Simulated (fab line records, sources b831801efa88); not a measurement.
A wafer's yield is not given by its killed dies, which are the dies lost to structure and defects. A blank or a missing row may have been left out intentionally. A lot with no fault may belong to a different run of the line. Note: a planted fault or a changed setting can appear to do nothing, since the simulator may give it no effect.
Split-lot study | flow gf180mcu | on a route of 602 steps: 5 lots, 23 wafers read

ABOUT THE SPLIT
At GF_TOP_METAL_EXPOSE_11 (exposes mask MetalTop, target cd 440 nm), the setting dose mj was moved away from the recipe's 170 on 11 of the 23 wafers read, by -4.8% to +4.8%. The other wafers ran this setting at the recipe's value.

FROM THE SPLIT TO THE READING: what the file shows between them, 2 steps
- GF_TOP_METAL_PEB_12
- GF_TOP_METAL_DEVELOP_13: develop time 60 s

THE READING
cd nm, in nm, at GF_TOP_METAL_CD_MEAS_14 (target cd 440 nm). Typical for fault-free wafers on this fab line: 439.9 nm, with standard deviation 2 nm.

wafer  | tool, chamber at the split | dose mj as run | against the recipe | cd nm, nm | against lot-mates on the recipe
L074.1 | iline stepper-01, 0        | 170            | recipe             | 437.8     | -
L074.2 | iline stepper-01, 0        | 170            | recipe             | 438.8     | -
L074.6 | iline stepper-01, 0        | 170            | recipe             | 438.5     | -
L076.1 | iline stepper-01, 0        | 170            | recipe             | 442.8     | -
L076.2 | iline stepper-01, 0        | 170            | recipe             | 443.1     | -
L076.4 | iline stepper-01, 0        | 170            | recipe             | 444.3     | -
L076.5 | iline stepper-01, 0        | 174.5          | +2.6%              | 432.7     | -10.7
L076.6 | iline stepper-01, 0        | 174.5          | +2.6%              | 433.9     | -9.5
L077.1 | iline stepper-02, 0        | 178.1          | +4.8%              | 425.3     | -14.6
L077.2 | iline stepper-02, 0        | 178.1          | +4.8%              | 423.9     | -16.1
L077.3 | iline stepper-02, 0        | 170            | recipe             | 440.2     | -
L077.5 | iline stepper-02, 0        | 178.1          | +4.8%              | 424.3     | -15.6
L077.6 | iline stepper-02, 0        | 170            | recipe             | 439.7     | -
L079.1 | iline stepper-02, 0        | 170            | recipe             | 441.8     | -
L079.2 | iline stepper-02, 0        | 170            | recipe             | 439.6     | -
L079.3 | iline stepper-02, 0        | 161.9          | -4.8%              | 454.1     | +13.4
L079.4 | iline stepper-02, 0        | 161.9          | -4.8%              | 455.5     | +14.8
L079.5 | iline stepper-02, 0        | 161.9          | -4.8%              | 454.5     | +13.8
L080.1 | iline stepper-01, 0        | 170            | recipe             | 440.5     | -
L080.2 | iline stepper-01, 0        | 162.3          | -4.5%              | 454.1     | +13.1
L080.4 | iline stepper-01, 0        | 162.3          | -4.5%              | 454.9     | +13.8
L080.5 | iline stepper-01, 0        | 170            | recipe             | 441.6     | -
L080.6 | iline stepper-01, 0        | 162.3          | -4.5%              | 453.4     | +12.3

THE FIT
A straight line over all 23 wafers: cd nm changes by -3.1 nm for each +1% of dose mj; r = -0.99; the points scatter about the line by 1.6 nm.
The same after taking each lot's own level away (the mean of its wafers on the recipe; 23 wafers): -3.1 nm for each +1%; r = -1.00; scatter 0.89 nm.
Per that fit: largest dose mj move, reading shift of 15 nm.
Across the lots, their own levels run from 438.37 to 443.40 nm, a range of 2.5 times the standard deviation given above.
Consequently the slope shifts little with the lot-to-lot level, the two slopes agreeing.
Check: -15.4 nm against its lot-mates is what the line predicts for one of the wafers moved furthest among these (+4.8%) when that wafer is left out of the fit. It came out at -14.6 nm against them.

FILE'S OWN FIT
cd nm changes by -3.1 nm for each +1% of dose mj, r = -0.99.
